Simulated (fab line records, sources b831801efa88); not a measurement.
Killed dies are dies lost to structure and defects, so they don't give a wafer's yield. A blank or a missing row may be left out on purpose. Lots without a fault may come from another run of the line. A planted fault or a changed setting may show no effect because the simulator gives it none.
fab line records | flow sky130
record lots=24 wafers=72 last_day=50
route steps=708 shown METAL2@501 METAL3@568 METAL4@634 VIA4@657 PASSIVATION@692
lots that met no fault: from a run of the same line without faults
start_h: hours from the record's first day to the start of the lot's first wafer shown | wait_h: hours since the lot's step before | " the same as in the row above | L1.1+2: a row that stands for several wafers | - no value, or no start given | * or withheld: withheld | < > ~ a bound
route shown NAME@n: a module of which the file shows steps, and the number in the route of the first | usual: mean/standard deviation of fault-free wafers | same: alike in all rows | chamber/n: place in a boat | sites: the reading at each site | _std_site: their standard deviation | _edge_site: outer sites' mean less inner sites' | radius_mm: how far each site lies from the wafer's centre | mask NAME#n: copy n | behind: the tool/chamber that last shaped the wafer | hold: why the lot was held/for how many hours/how that ended | device: the transistor (n, p or np) that didn't switch | end of line: the same wafers' tests at the end of the route | a step without rows: its recipe alone | killed: dies lost to structure and defects at the first sort, not the wafer's yield | map: a wafer's dies, x killed, . not, _ none there
set.NAME: the setting as run; set.NAME@STEP: as run at that earlier step | model.NAME: the simulator's own value behind a step, which no gauge read
steps of the route over a sample of lots; a table a step, a row a wafer
services: from which hour (start_h, from the record's first day; less than 0 if before it) a tool's chamber was out of use, for how many hours, and why
## steps
# step SKY_METAL2_ETCH_18
# recipe chemistry=N2/H2 target=BARC ion_energy_ev=200 bias_w=100 pressure_mtorr=30 n2_flow_sccm=100 h2_flow_sccm=200 icp_w=500 stop_on=SiO2 time_s=45.9 target_depth_a=600
# usual drypump_motor_current_A=5.5/0.51 oes_product_au=0.855/0.0043 throttle_valve_pct=13.226/0.0091
# columns lot.wafer tool chamber start_h wait_h drypump_motor_current_A oes_product_au rf_hours_counter_h throttle_valve_pct
L074.2 rie_metal-02 1 818.34 0.0 6.3 0.855 2 13.236
L074.4 " 0 " " 6.0 0.856 - 13.237
L074.5 " 1 " " 6.3 0.861 - 13.212
L075.1 rie_metal-03 1 832.24 0.0 5.8 0.847 4 13.225
L075.4 " 0 " " 5.0 0.854 - 13.216
L075.6 " 0 " " 5.0 0.860 - 13.226
L076.3 rie_metal-01 1 839.49 0.0 4.9 0.847 - 13.219
L076.4 " 0 " " 5.3 0.860 - 13.245
L076.5 " 1 " " 4.9 0.850 - 13.236
L077.1 rie_metal-03 0 849.73 0.0 5.0 0.857 1 13.219
L077.4 " 1 " " 5.8 0.853 - 13.237
L077.5 " 1 " " 5.8 0.856 - 13.225
L078.4 rie_metal-02 1 864.29 0.0 6.3 0.857 - 13.228
L078.5 " 1 " " 6.3 0.859 - 13.234
L078.6 " 0 " " 6.0 0.853 - 13.223
L079.2 rie_metal-01 0 873.34 0.0 5.2 0.851 6 13.229
L079.4 " 0 " " 5.2 0.856 - 13.231
L079.6 " 0 " " 5.3 0.853 - 13.227
L080.1 rie_metal-01 0 880.29 0.0 5.3 0.853 6 13.223
L080.5 " 0 " " 5.3 0.855 - 13.236
L080.6 " 1 " " 4.9 0.855 - 13.227
L081.1 rie_metal-02 1 880.49 0.0 6.4 0.857 5 13.211
L081.2 " 0 " " 6.0 0.853 10 13.206
L081.5 " 0 " " 6.0 0.856 - 13.237
L082.1 rie_metal-03 0 889.89 0.0 5.0 0.860 3 13.221
L082.3 " 1 " " 5.8 0.851 - 13.225
L082.5 " 0 " " 5.0 0.855 - 13.228
L083.4 rie_metal-03 0 894.99 0.0 5.0 0.859 - 13.228
L083.5 " 0 " " 5.0 0.857 - 13.212
L083.6 " 1 " " 5.8 0.862 - 13.219
L084.1 rie_metal-01 1 909.39 0.0 4.9 0.859 13 13.213
L084.3 " 1 " " 4.9 0.854 - 13.243
L084.4 " 0 " " 5.3 0.854 - 13.230
L085.2 rie_metal-03 0 912.04 0.0 5.0 0.855 4 13.225
L085.3 " 1 " " 5.8 0.851 - 13.225
L085.6 " 1 " " 5.8 0.852 - 13.232
L086.1 rie_metal-03 1 919.24 0.0 5.8 0.854 8 13.224
L086.4 " 1 " " 5.8 0.856 - 13.232
L086.6 " 0 " " 5.0 0.849 - 13.230
L087.1 rie_metal-01 0 925.09 0.0 5.2 0.860 8 13.211
L087.2 " 1 " " 4.9 0.855 13 13.220
L087.4 " 0 " " 5.2 0.854 - 13.237
L088.2 rie_metal-01 0 930.74 0.0 5.3 0.850 8 13.223
L088.4 " 0 " " 5.3 0.854 - 13.223
L088.5 " 0 " " 5.3 0.849 - 13.231
L089.3 rie_metal-03 1 937.11 0.0 5.8 0.853 - 13.222
L089.5 " 1 " " 5.8 0.848 - 13.231
L089.6 " 0 " " 5.0 0.854 - 13.224
L090.1 rie_metal-01 0 939.72 0.1 5.2 0.856 8 13.227
L090.4 " 0 " " 5.3 0.857 - 13.234
L090.5 " 0 " " 5.3 0.852 - 13.235
L091.2 rie_metal-01 1 946.74 0.0 4.9 0.856 14 13.217
L091.3 " 0 " " 5.2 0.853 - 13.227
L091.6 " 1 " " 4.9 0.851 - 13.237
L092.1 rie_metal-03 1 959.34 0.0 5.8 0.859 9 13.225
L092.2 " 0 " " 5.0 0.851 6 13.236
L092.3 " 0 " " 5.0 0.857 - 13.214
L093.1 rie_metal-02 1 962.64 0.0 6.4 0.857 9 13.239
L093.3 " 0 " " 6.0 0.856 - 13.234
L093.5 " 1 " " 6.3 0.848 - 13.221
L094.1 rie_metal-01 0 970.54 0.0 5.3 0.847 10 13.254
L094.4 " 0 " " 5.3 0.853 - 13.231
L094.6 " 1 " " 4.9 0.853 - 13.231
L095.2 rie_metal-01 0 979.29 0.0 5.2 0.860 10 13.228
L095.3 " 1 " " 4.9 0.861 - 13.217
L095.6 " 1 " " 4.9 0.852 - 13.242
L096.1 rie_metal-02 1 982.14 0.0 6.4 0.851 11 13.222
L096.2 " 0 " " 6.0 0.857 15 13.231
L096.3 " 1 " " 6.3 0.853 - 13.225
L097.4 rie_metal-02 0 987.24 0.0 6.0 0.852 - 13.205
L097.5 " 0 " " 6.0 0.862 - 13.232
L097.6 " 1 " " 6.4 0.856 - 13.233
# step SKY_METAL3_METAL_ETCH_18
# recipe target_depth_a=8450 stop_on=SiO2 over_etch_frac=0.3 time_s=183.1 chemistry=Cl2/BCl3 resist_sidewall_deg=88 pressure_mtorr=10 icp_w=900 bias_w=48.5 Cl2_flow_sccm=60 bcl3_flow_sccm=30
# usual drypump_motor_current_A=5.7/0.62 oes_product_au=0.866/0.0065 throttle_valve_pct=22.263/0.0094
# columns lot.wafer tool chamber start_h wait_h drypump_motor_current_A oes_product_au rf_hours_counter_h throttle_valve_pct
L074.2 rie_metal-04 1 900.26 0.0 6.8 0.863 11 22.254
L074.4 " 0 " " 5.5 0.858 - 22.278
L074.5 " 1 " " 6.8 0.855 - 22.272
L075.1 rie_metal-04 1 914.74 0.0 6.8 0.878 11 22.269
L075.4 " 1 " " 6.8 0.863 - 22.261
L075.6 " 1 " " 6.8 0.873 - 22.261
L076.3 rie_metal-02 1 919.95 0.1 6.3 0.874 - 22.263
L076.4 " 0 " " 6.0 0.862 - 22.251
L076.5 " 0 " " 5.9 0.871 - 22.273
L077.1 rie_metal-02 1 930.96 0.0 6.3 0.868 7 22.282
L077.4 " 1 " " 6.3 0.865 - 22.269
L077.5 " 0 " " 6.0 0.874 - 22.259
L078.4 rie_metal-04 0 944.80 0.1 5.5 0.861 - 22.259
L078.5 " 1 " " 6.8 0.867 - 22.267
L078.6 " 0 " " 5.5 0.867 - 22.273
L079.2 rie_metal-02 0 953.58 0.0 6.0 0.858 13 22.255
L079.4 " 1 " " 6.3 0.857 - 22.262
L079.6 " 0 " " 5.9 0.859 - 22.258
L081.1 rie_metal-02 1 958.12 0.0 6.4 0.866 9 22.264
L081.2 " 0 " " 6.0 0.861 13 22.262
L081.5 " 0 " " 5.9 0.861 - 22.291
L080.1 rie_metal-01 0 959.49 0.0 5.2 0.866 9 22.265
L080.5 " 0 " " 5.3 0.860 - 22.264
L080.6 " 1 " " 4.9 0.867 - 22.263
L082.1 rie_metal-02 1 969.04 0.0 6.3 0.863 10 22.270
L082.3 " 0 " " 6.0 0.863 - 22.256
L082.5 " 0 " " 6.0 0.856 - 22.250
L083.4 rie_metal-02 0 972.27 0.1 6.0 0.873 - 22.257
L083.5 " 1 " " 6.3 0.866 - 22.267
L083.6 " 0 " " 6.0 0.865 - 22.256
L084.1 rie_metal-01 1 987.69 0.0 4.9 0.862 17 22.262
L084.3 " 1 " " 4.9 0.863 - 22.268
L084.4 " 0 " " 5.3 0.850 - 22.248
L085.2 rie_metal-01 0 989.59 0.0 5.2 0.859 11 22.238
L085.3 " 0 " " 5.3 0.859 - 22.276
L085.6 " 1 " " 4.9 0.871 - 22.262
L086.1 rie_metal-01 0 997.27 0.0 5.3 0.865 12 22.249
L086.4 " 1 " " 4.9 0.870 - 22.255
L086.6 " 1 " " 4.9 0.855 - 22.258
L087.1 rie_metal-02 1 1001.91 0.0 6.3 0.862 12 22.278
L087.2 " 0 " " 6.0 0.864 16 22.260
L087.4 " 0 " " 6.0 0.871 - 22.270
L088.2 rie_metal-04 0 1007.71 0.0 5.5 0.867 19 22.249
L088.4 " 0 " " 5.5 0.872 - 22.250
L088.5 " 1 " " 6.8 0.878 - 22.262
L089.3 rie_metal-01 1 1013.77 0.1 4.9 0.871 - 22.251
L089.5 " 0 " " 5.2 0.862 - 22.260
L089.6 " 1 " " 4.8 0.868 - 22.265
L090.1 rie_metal-01 0 1015.79 0.0 5.3 0.869 13 22.269
L090.4 " 1 " " 4.9 0.870 - 22.247
L090.5 " 1 " " 4.9 0.861 - 22.286
L091.2 rie_metal-01 0 1023.59 0.0 5.3 0.863 13 22.255
L091.3 " 1 " " 4.8 0.864 - 22.253
L091.6 " 0 " " 5.2 0.872 - 22.257
L092.1 rie_metal-02 1 1034.61 0.0 6.3 0.874 14 22.257
L092.2 " 0 " " 6.0 0.864 17 22.256
L092.3 " 0 " " 6.0 0.875 - 22.265
L093.1 rie_metal-02 0 1038.89 0.0 6.0 0.861 18 22.254
L093.3 " 0 " " 6.0 0.864 - 22.263
L093.5 " 0 " " 6.0 0.873 - 22.254
L094.1 rie_metal-04 0 1045.01 0.0 5.5 0.861 22 22.259
L094.4 " 0 " " 5.5 0.867 - 22.260
L094.6 " 1 " " 6.8 0.866 - 22.271
L095.2 rie_metal-01 0 1053.02 0.0 5.3 0.857 15 22.263
L095.3 " 1 " " 4.9 0.851 - 22.254
L095.6 " 1 " " 4.9 0.858 - 22.271
L096.1 rie_metal-01 1 1055.16 0.0 4.9 0.871 21 22.254
L096.2 " 0 " " 5.3 0.881 16 22.253
L096.3 " 0 " " 5.3 0.876 - 22.271
L097.4 rie_metal-02 0 1060.13 0.1 6.0 0.871 - 22.259
L097.5 " 0 " " 6.0 0.874 - 22.258
L097.6 " 1 " " 6.3 0.861 - 22.265
# step SKY_METAL4_METAL_ETCH_18
# recipe target_depth_a=8450 stop_on=SiO2 over_etch_frac=0.3 time_s=183.1 chemistry=Cl2/BCl3 resist_sidewall_deg=88 pressure_mtorr=10 icp_w=900 bias_w=48.5 Cl2_flow_sccm=60 bcl3_flow_sccm=30
# usual drypump_motor_current_A=5.5/0.53 oes_product_au=0.866/0.0075 throttle_valve_pct=22.265/0.0096
# columns lot.wafer tool chamber start_h wait_h drypump_motor_current_A oes_product_au rf_hours_counter_h throttle_valve_pct
L074.2 rie_metal-02 0 979.76 0.0 6.0 0.867 15 22.261
L074.4 " 1 " " 6.3 0.873 - 22.270
L074.5 " 1 " " 6.4 0.873 - 22.247
L075.1 rie_metal-03 0 992.66 0.0 5.0 0.875 8 22.263
L075.4 " 0 " " 5.0 0.884 - 22.264
L075.6 " 1 " " 5.8 0.875 - 22.277
L076.3 rie_metal-02 0 997.68 0.1 6.0 0.869 - 22.267
L076.4 " 1 " " 6.4 0.857 - 22.261
L076.5 " 1 " " 6.3 0.869 - 22.258
L077.1 rie_metal-01 0 1008.56 0.0 5.3 0.858 12 22.261
L077.4 " 1 " " 4.9 0.852 - 22.266
L077.5 " 1 " " 4.9 0.856 - 22.284
L078.4 rie_metal-02 0 1022.70 0.1 6.0 0.878 - 22.263
L078.5 " 1 " " 6.3 0.870 - 22.270
L078.6 " 0 " " 6.0 0.869 - 22.276
L079.2 rie_metal-01 1 1030.16 0.0 4.9 0.868 19 22.270
L079.4 " 0 " " 5.3 0.864 - 22.278
L079.6 " 0 " " 5.2 0.866 - 22.267
L081.1 rie_metal-03 0 1034.16 0.0 5.0 0.865 10 22.272
L081.2 " 1 " " 5.8 0.871 13 22.259
L081.5 " 0 " " 5.0 0.880 - 22.280
L080.1 rie_metal-01 1 1034.86 0.0 4.9 0.879 20 22.276
L080.5 " 0 " " 5.3 0.871 - 22.270
L080.6 " 1 " " 4.9 0.874 - 22.262
L082.1 rie_metal-02 1 1043.69 0.0 6.3 0.857 14 22.264
L082.3 " 0 " " 6.0 0.864 - 22.283
L082.5 " 0 " " 6.0 0.867 - 22.252
L083.4 rie_metal-01 0 1047.00 0.1 5.3 0.869 - 22.272
L083.5 " 1 " " 4.9 0.881 - 22.270
L083.6 " 0 " " 5.3 0.870 - 22.270
L084.1 rie_metal-02 1 1061.69 0.0 6.4 0.860 16 22.248
L084.3 " 0 " " 6.0 0.872 - 22.273
L084.4 " 1 " " 6.4 0.863 - 22.271
L085.2 rie_metal-01 0 1062.84 0.0 5.3 0.876 16 22.264
L085.3 " 0 " " 5.2 0.859 - 22.273
L085.6 " 1 " " 4.9 0.867 - 22.270
L086.1 rie_metal-01 0 1070.79 0.0 5.3 0.880 17 22.278
L086.4 " 1 " " 4.9 0.868 - 22.265
L086.6 " 1 " " 4.9 0.869 - 22.282
L087.1 rie_metal-03 0 1074.37 0.0 5.0 0.864 12 22.261
L087.2 " 1 " " 5.8 0.857 16 22.248
L087.4 " 1 " " 5.8 0.867 - 22.270
L088.2 rie_metal-01 0 1078.52 0.0 5.3 0.871 17 22.267
L088.4 " 0 " " 5.3 0.870 - 22.272
L088.5 " 0 " " 5.3 0.868 - 22.281
L089.3 rie_metal-03 0 1085.52 0.1 5.0 0.853 - 22.264
L089.5 " 0 " " 5.0 0.856 - 22.270
L089.6 " 1 " " 5.8 0.862 - 22.269
L090.1 rie_metal-01 1 1086.12 0.0 4.9 0.871 24 22.274
L090.4 " 1 " " 4.9 0.868 - 22.255
L090.5 " 0 " " 5.2 0.865 - 22.251
L091.2 rie_metal-01 1 1092.67 0.0 4.9 0.855 24 22.266
L091.3 " 0 " " 5.2 0.862 - 22.258
L091.6 " 0 " " 5.3 0.862 - 22.262
L092.1 rie_metal-01 0 1101.44 0.0 5.3 0.852 20 22.273
L092.2 " 0 " " 5.2 0.863 - 22.267
L092.3 " 0 " " 5.3 0.860 - 22.259
L093.1 rie_metal-03 1 1104.86 0.0 5.8 0.850 18 22.261
L093.3 " 0 " " 5.0 0.856 - 22.286
L093.5 " 1 " " 5.9 0.860 - 22.271
L094.1 rie_metal-02 0 1110.30 0.0 6.0 0.866 23 22.270
L094.4 " 0 " " 6.0 0.854 - 22.270
L094.6 " 1 " " 6.3 0.874 - 22.264
L095.2 rie_metal-01 0 1116.56 0.0 5.3 0.879 22 22.263
L095.3 " 1 " " 4.9 0.874 - 22.255
L095.6 " 0 " " 5.2 0.872 - 22.261
L096.1 rie_metal-02 0 1119.34 0.0 6.0 0.856 24 22.261
L096.2 " 1 " " 6.3 0.866 20 22.257
L096.3 " 0 " " 6.0 0.859 - 22.262
L097.4 rie_metal-01 0 1124.62 0.1 5.2 0.871 - 22.246
L097.5 " 1 " " 4.9 0.864 - 22.267
L097.6 " 0 " " 5.2 0.868 - 22.257
# step SKY_METAL4_STRIP_19
# recipe chemistry=O2/N2 power_w=1400 pressure_mtorr=1500 platen_temp_c=withheld o2_flow_sccm=3000 n2_flow_sccm=300 overash_fraction=0.5
# usual drypump_motor_current_A=5.60/0.29 oes_product_au=0.503/0.0059 strip_time_to_endpoint_s=6.54/0.082
# columns lot.wafer tool chamber start_h wait_h drypump_motor_current_A oes_product_au rf_hours_counter_h strip_time_to_endpoint_s
L074.2 plasma_asher-02 1 979.94 0.1 5.48 0.494 82 6.47
L074.4 " 0 " " 5.57 0.501 - 6.62
L074.5 " 0 " " 5.57 0.507 - 6.63
L075.1 plasma_asher-03 0 992.84 0.1 5.11 0.505 23 6.45
L075.4 " 1 " " 6.00 0.492 - 6.43
L075.6 " 1 " " 6.01 0.499 - 6.45
L076.3 plasma_asher-04 0 997.83 0.1 5.65 0.493 - 6.38
L076.4 " 1 " " 5.86 0.503 - 6.58
L076.5 " 0 " " 5.64 0.510 - 6.62
L077.1 plasma_asher-02 0 1008.74 0.1 5.56 0.496 84 6.43
L077.4 " 0 " " 5.53 0.497 - 6.52
L077.5 " 0 " " 5.52 0.499 - 6.53
L078.4 plasma_asher-03 1 1022.85 0.1 6.02 0.494 - 6.49
L078.5 " 1 " " 6.03 0.514 - 6.62
L078.6 " 0 " " 5.11 0.500 - 6.36
L079.2 plasma_asher-04 1 1030.34 0.1 5.94 0.514 60 6.62
L079.4 " 0 " " 5.62 0.512 - 6.54
L079.6 " 0 " " 5.61 0.499 - 6.49
L081.1 plasma_asher-04 1 1034.34 0.1 5.88 0.506 60 6.53
L081.2 " 0 " " 5.61 0.500 60 6.53
L081.5 " 0 " " 5.63 0.498 - 6.47
L080.1 plasma_asher-02 1 1035.04 0.1 5.46 0.506 87 6.57
L080.5 " 1 " " 5.43 0.495 - 6.44
L080.6 " 0 " " 5.59 0.509 - 6.65
L082.1 plasma_asher-03 0 1043.86 0.1 5.11 0.503 28 6.60
L082.3 " 1 " " 6.01 0.484 - 6.34
L082.5 " 0 " " 5.11 0.502 - 6.40
L083.4 plasma_asher-03 1 1047.15 0.1 5.97 0.500 - 6.54
L083.5 " 0 " " 5.13 0.503 - 6.59
L083.6 " 1 " " 5.98 0.502 - 6.55
L084.1 plasma_asher-03 1 1061.86 0.1 5.97 0.505 30 6.64
L084.3 " 0 " " 5.13 0.493 - 6.44
L084.4 " 1 " " 6.02 0.510 - 6.68
L085.2 plasma_asher-03 0 1063.01 0.1 5.15 0.493 31 6.47
L085.3 " 0 " " 5.13 0.497 - 6.48
L085.6 " 0 " " 5.14 0.514 - 6.55
L086.1 plasma_asher-04 1 1070.96 0.1 5.95 0.509 64 6.55
L086.4 " 1 " " 5.94 0.504 - 6.59
L086.6 " 1 " " 5.92 0.503 - 6.57
L087.1 plasma_asher-03 1 1074.54 0.1 5.99 0.504 32 6.57
L087.2 " 0 " " 5.11 0.493 32 6.50
L087.4 " 0 " " 5.14 0.503 - 6.55
L088.2 plasma_asher-04 0 1078.69 0.1 5.66 0.497 65 6.48
L088.4 " 1 " " 5.87 0.511 - 6.53
L088.5 " 1 " " 5.88 0.504 - 6.39
L089.3 plasma_asher-02 0 1085.67 0.1 5.54 0.506 - 6.62
L089.5 " 0 " " 5.58 0.503 - 6.56
L089.6 " 1 " " 5.44 0.515 - 6.66
L090.1 plasma_asher-02 0 1086.29 0.1 5.54 0.507 93 6.67
L090.4 " 0 " " 5.54 0.506 - 6.67
L090.5 " 0 " " 5.54 0.496 - 6.60
L091.2 plasma_asher-02 1 1092.84 0.1 5.46 0.505 93 6.52
L091.3 " 1 " " 5.47 0.503 - 6.54
L091.6 " 0 " " 5.53 0.498 - 6.55
L092.1 plasma_asher-02 0 1101.79 0.3 5.56 0.502 94 6.50
L092.2 " 1 " " 5.45 0.492 94 6.46
L092.3 " 0 " " 5.57 0.500 - 6.51
L093.1 plasma_asher-02 0 1105.04 0.1 5.56 0.494 95 6.47
L093.3 " 0 " " 5.58 0.502 - 6.55
L093.5 " 0 " " 5.58 0.506 - 6.48
L094.1 plasma_asher-02 1 1110.48 0.1 5.50 0.506 95 6.52
L094.4 " 1 " " 5.48 0.500 - 6.49
L094.6 " 0 " " 5.58 0.506 - 6.62
L095.2 plasma_asher-04 1 1116.74 0.1 5.94 0.504 69 6.63
L095.3 " 1 " " 5.91 0.505 - 6.69
L095.6 " 1 " " 5.90 0.499 - 6.61
L096.1 plasma_asher-03 0 1119.51 0.1 5.15 0.493 36 6.40
L096.2 " 1 " " 6.04 0.509 36 6.62
L096.3 " 0 " " 5.15 0.503 - 6.47
L097.4 plasma_asher-04 0 1124.77 0.1 5.65 0.506 - 6.56
L097.5 " 0 " " 5.66 0.512 - 6.56
L097.6 " 1 " " 5.96 0.511 - 6.57
# step SKY_VIA4_CVD_18
# recipe material=W target_thk_nm=505 time_s=152.14 temp_c=400 pressure_torr=40
# usual heater_power_w=822/83
# columns lot.wafer tool chamber start_h wait_h heater_power_w
L074.2 cvd_w-01 0 1005.23 0.0 840
L074.4 " 1 " " 892
L074.5 " 1 " " 892
L075.1 cvd_w-02 0 1018.50 0.0 791
L075.4 " 1 " " 677
L075.6 " 1 " " 677
L076.3 cvd_w-01 1 1023.45 0.1 948
L076.4 " 0 " " 839
L076.5 " 0 " " 837
L077.1 cvd_w-01 1 1034.25 0.0 889
L077.4 " 1 " " 908
L077.5 " 0 " " 840
L078.4 cvd_w-01 0 1047.07 0.1 848
L078.5 " 0 " " 832
L078.6 " 1 " " 931
L079.2 cvd_w-02 1 1054.57 0.0 658
L079.4 " 0 " " 785
L079.6 " 0 " " 794
L081.1 cvd_w-02 1 1058.12 0.0 685
L081.2 " 0 " " 782
L081.5 " 0 " " 783
L080.1 cvd_w-01 0 1059.16 0.0 829
L080.5 " 1 " " 920
L080.6 " 0 " " 836
L082.1 cvd_w-01 1 1067.57 0.0 918
L082.3 " 0 " " 848
L082.5 " 1 " " 918
L083.4 cvd_w-01 1 1071.17 0.1 908
L083.5 " 0 " " 849
L083.6 " 1 " " 920
L084.1 cvd_w-01 1 1084.52 0.0 922
L084.3 " 1 " " 864
L084.4 " 0 " " 816
L085.2 cvd_w-02 0 1085.43 0.0 782
L085.3 " 1 " " 675
L085.6 " 0 " " 780
L086.1 cvd_w-02 0 1093.68 0.0 793
L086.4 " 1 " " 671
L086.6 " 1 " " 673
L087.1 cvd_w-01 1 1096.40 0.0 901
L087.2 " 0 " " 847
L087.4 " 0 " " 857
L088.2 cvd_w-01 1 1098.95 0.0 890
L088.4 " 1 " " 888
L088.5 " 0 " " 841
L089.3 cvd_w-01 0 1107.52 0.1 842
L089.5 " 1 " " 922
L089.6 " 0 " " 850
L090.1 cvd_w-02 0 1108.97 0.0 791
L090.4 " 1 " " 673
L090.5 " 1 " " 695
L091.2 cvd_w-02 0 1116.79 0.0 793
L091.3 " 1 " " 679
L091.6 " 1 " " 681
L092.1 cvd_w-01 0 1123.82 0.0 832
L092.2 " 1 " " 923
L092.3 " 1 " " 925
L093.1 cvd_w-01 1 1126.29 0.0 933
L093.3 " 1 " " 920
L093.5 " 0 " " 826
L094.1 cvd_w-02 0 1131.62 0.0 781
L094.4 " 0 " " 786
L094.6 " 1 " " 696
L095.2 cvd_w-01 0 1137.52 0.0 836
L095.3 " 1 " " 941
L095.6 " 1 " " 905
L096.1 cvd_w-01 0 1141.32 0.0 843
L096.2 " 1 " " 899
L096.3 " 1 " " 915
L097.4 cvd_w-02 1 1145.17 0.1 693
L097.5 " 1 " " 678
L097.6 " 0 " " 779
# step SKY_PASSIVATION_ETCH_11
# recipe chemistry=CF4/O2 target_depth_nm=725 stop_on=AlCu source_w=800 bias_w=150 pressure_mtorr=150 cf4_flow_sccm=80 O2_flow_sccm=10 time_s=161.1
# usual cf4_flow_sccm=79.99/0.23 drypump_motor_current_A=5.9/0.36 oes_product_au=0.977/0.0074 throttle_valve_pct=5.965/0.01
# columns lot.wafer tool chamber start_h wait_h cf4_flow_sccm drypump_motor_current_A oes_product_au rf_hours_counter_h throttle_valve_pct
L074.2 rie_diel-02 0 1054.16 - 80.18 5.9 0.982 14 5.945
L074.4 " 3 " " 79.82 6.0 0.978 16 5.963
L074.5 " 3 " " 79.54 6.0 0.971 - 5.973
L075.1 rie_diel-02 1 1065.60 - 80.03 5.6 0.975 15 5.964
L075.4 " 3 " " 80.28 6.0 0.989 17 5.960
L075.6 " 3 " " 80.42 6.0 0.979 - 5.954
L076.3 rie_diel-01 0 1069.76 - 79.96 5.7 0.967 17 5.962
L076.4 " 3 " " 79.89 6.3 0.973 - 5.985
L076.5 " 1 " " 79.84 5.5 0.975 - 5.980
L077.1 rie_diel-01 0 1079.36 - 80.10 5.8 0.973 17 5.961
L077.4 " 1 " " 80.09 5.5 0.985 - 5.948
L077.5 " 3 " " 80.25 6.3 0.988 - 5.958
L078.4 rie_diel-01 3 1091.27 - 80.28 6.3 0.971 - 5.958
L078.5 " 0 " " 79.65 5.7 0.975 - 5.948
L078.6 " 1 " " 80.32 5.5 0.980 - 5.949
L079.2 rie_diel-01 3 1096.45 - 80.27 6.4 0.978 18 5.954
L079.4 " 3 " " 80.26 6.4 0.973 - 5.973
L079.6 " 0 " " 80.09 5.7 0.982 - 5.973
L081.1 rie_diel-04 1 1101.10 - 80.00 6.6 0.979 15 5.965
L081.2 " 3 " " 79.51 5.3 0.982 14 5.970
L081.5 " 1 " " 80.23 6.6 0.987 - 5.962
L080.1 rie_diel-01 3 1101.56 - 79.94 6.4 0.972 18 5.958
L080.5 " 1 " " 79.91 5.5 0.983 - 5.968
L080.6 " 3 " " 80.21 6.4 0.985 - 5.972
L082.1 rie_diel-01 0 1108.55 - 80.17 5.7 0.964 19 5.972
L082.3 " 0 " " 80.11 5.8 0.975 - 5.960
L082.5 " 3 " " 79.99 6.4 0.969 - 5.984
L083.4 rie_diel-02 3 1113.56 - 80.06 6.0 0.977 19 5.973
L083.5 " 1 " " 79.93 5.6 0.977 - 5.967
L083.6 " 2 " " 80.11 5.5 0.985 - 5.953
L084.1 rie_diel-02 3 1127.30 - 80.09 6.0 0.967 19 5.961
L084.3 " 2 " " 80.22 5.4 0.971 28 5.937
L084.4 " 1 " " 80.25 5.6 0.981 18 5.950
L085.2 rie_diel-04 3 1128.11 - 80.33 5.3 0.978 15 5.956
L085.3 " 0 " " 80.39 6.4 0.975 9 5.975
L085.6 " 2 " " 79.55 5.8 0.991 - 5.964
L086.1 rie_diel-01 3 1136.46 - 79.88 6.3 0.969 20 5.964
L086.4 " 2 " " 80.26 6.3 0.980 11 5.962
L086.6 " 1 " " 80.18 5.5 0.974 - 5.966
L087.1 rie_diel-02 1 1139.91 - 79.77 5.6 0.978 18 5.959
L087.2 " 2 " " 80.06 5.5 0.966 29 5.968
L087.4 " 0 " " 79.44 5.9 0.973 18 5.968
L088.2 rie_diel-02 1 1142.25 - 79.90 5.6 0.970 18 5.964
L088.4 " 3 " " 79.88 6.0 0.973 20 5.974
L088.5 " 1 " " 79.46 5.6 0.973 - 5.951
L089.3 rie_diel-01 2 1148.06 - 80.01 6.3 0.984 12 5.963
L089.5 " 3 " " 79.82 6.3 0.990 - 5.962
L089.6 " 0 " " 79.63 5.7 0.979 - 5.959
L090.1 rie_diel-01 2 1149.91 - 79.89 6.2 0.963 12 5.947
L090.4 " 3 " " 79.93 6.4 0.976 20 5.972
L090.5 " 1 " " 80.31 5.5 0.972 - 5.948
L091.2 rie_diel-04 0 1157.26 - 80.41 6.3 0.968 10 5.961
L091.3 " 2 " " 79.76 5.8 0.978 15 5.967
L091.6 " 2 " " 79.88 5.8 0.988 - 5.970
L092.1 rie_diel-02 0 1163.31 - 80.18 5.9 0.973 19 5.970
L092.2 " 1 " " 79.94 5.6 0.972 19 5.981
L092.3 " 3 " " 80.16 6.0 0.971 21 5.958
L093.1 rie_diel-04 3 1165.75 - 79.76 5.2 0.967 16 5.958
L093.3 " 2 " " 80.28 5.8 0.978 16 5.972
L093.5 " 0 " " 80.04 6.4 0.972 - 5.954
L094.1 rie_diel-02 1 1169.65 - 79.78 5.6 0.967 20 5.957
L094.4 " 2 " " 80.06 5.5 0.982 - 5.982
L094.6 " 1 " " 79.99 5.6 0.977 - 5.950
L095.2 rie_diel-02 0 1176.66 - 79.84 5.9 0.975 20 5.960
L095.3 " 1 " " 79.69 5.6 0.962 20 5.955
L095.6 " 3 " " 80.31 6.0 0.972 - 5.961
L096.1 rie_diel-01 1 1178.51 - 80.07 5.5 0.993 11 5.970
L096.2 " 2 " " 80.16 6.2 0.983 13 5.969
L096.3 " 3 " " 79.87 6.3 0.970 21 5.947
L097.4 rie_diel-01 1 1181.96 - 79.88 5.5 0.979 - 5.965
L097.5 " 3 " " 79.89 6.4 0.983 - 5.970
L097.6 " 2 " " 80.20 6.2 0.987 - 5.974
## services
# columns tool chamber start_h hours kind
rie_metal-01 0 850.49 3.7 repair
rie_metal-03 - 873.94 1.0 repair
rie_diel-01 1 879.58 9.8 repair
rie_metal-01 - 883.66 4.3 pm
rie_diel-01 3 901.83 6.0 repair
cvd_w-01 - 904.00 14.0 pm
rie_diel-01 3 911.02 10.0 repair
rie_diel-01 - 929.86 0.6 repair
cvd_w-01 1 932.13 11.2 repair
rie_metal-02 0 936.27 11.3 repair
rie_metal-01 1 936.99 5.2 repair
rie_metal-01 - 943.99 0.8 repair
cvd_w-01 1 956.93 11.1 repair
cvd_w-01 - 957.30 6.9 pm
rie_diel-01 1 970.35 2.5 repair
rie_diel-01 0 1004.77 5.9 repair
rie_metal-02 - 1028.71 2.8 pm
rie_metal-01 - 1059.48 1.4 pm
rie_metal-02 - 1090.11 1.2 repair
rie_metal-01 1 1096.92 15.7 repair
rie_metal-03 - 1107.28 28.1 pm
cvd_w-01 - 1116.51 0.4 repair
cvd_w-01 - 1129.80 1.2 repair
rie_metal-01 1 1130.28 15.6 repair
## key
fault none
